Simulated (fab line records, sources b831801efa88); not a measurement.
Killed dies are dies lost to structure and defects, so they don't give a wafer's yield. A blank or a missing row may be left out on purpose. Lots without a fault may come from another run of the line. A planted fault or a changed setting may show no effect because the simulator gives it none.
Which tool did it? | flow sky130 | 12 lots, 36 wafers sampled, at 1 step of a route of 708

WHAT THE GAUGES READ, wafer by wafer
SKY_NWELL_OVL_MEAS_10.
lot  | measured     | on         | NWELL_00_OVL (nm)
L075 | day 4 17:17  | overlay-01 | -1.4 -0.8 0.3
L077 | day 5 07:56  | overlay-01 | 0.9 1.9 -1.3
L079 | day 5 15:27  | overlay-01 | -1.2 -0.3 -1.7
L081 | day 6 07:34  | overlay-01 | -0.2 -1.2 1.5
L083 | day 6 18:08  | overlay-02 | -1.6 -2.3 -2.9
L085 | day 7 11:09  | overlay-02 | -0.1 1.1 1.3
L087 | day 7 16:13  | overlay-01 | -1.0 -0.7 -0.8
L089 | day 8 09:28  | overlay-02 | 1.3 -1.9 0.4
L090 | day 9 05:34  | overlay-02 | -0.4 -0.2 1.4
L093 | day 9 07:10  | overlay-01 | 1.2 0.3 -0.4
L095 | day 9 19:34  | overlay-01 | 0.7 -1.8 1.6
L097 | day 10 10:29 | overlay-02 | -1.9 -1.7 -2.2

WHICH TOOL RAN EACH LOT (tool, then ch and the chambers of the sampled wafers, then the start)
The record holds no process step before these readings.

THE ANSWER, worked out from the rows above alone
Rule: what is usual is taken from the lots themselves. Put in order of their means at a reading, lots are off if they are a third of the lots or fewer, leave a main group of 4 or more, and stand apart from it by a gap of 3 or more times the standard deviation of the main group's means; of several such gaps the widest counts. A main group whose means are all the same, to the digits that the tables above print for the reading, isn't used. A lot without any number at a reading at which 4 lots or more have one is off too. The other lots that the step has rows for count as sound.
No lot is off at any reading shown: from this, nothing can be told.

WHAT THE SIMULATOR HAD PUT IN
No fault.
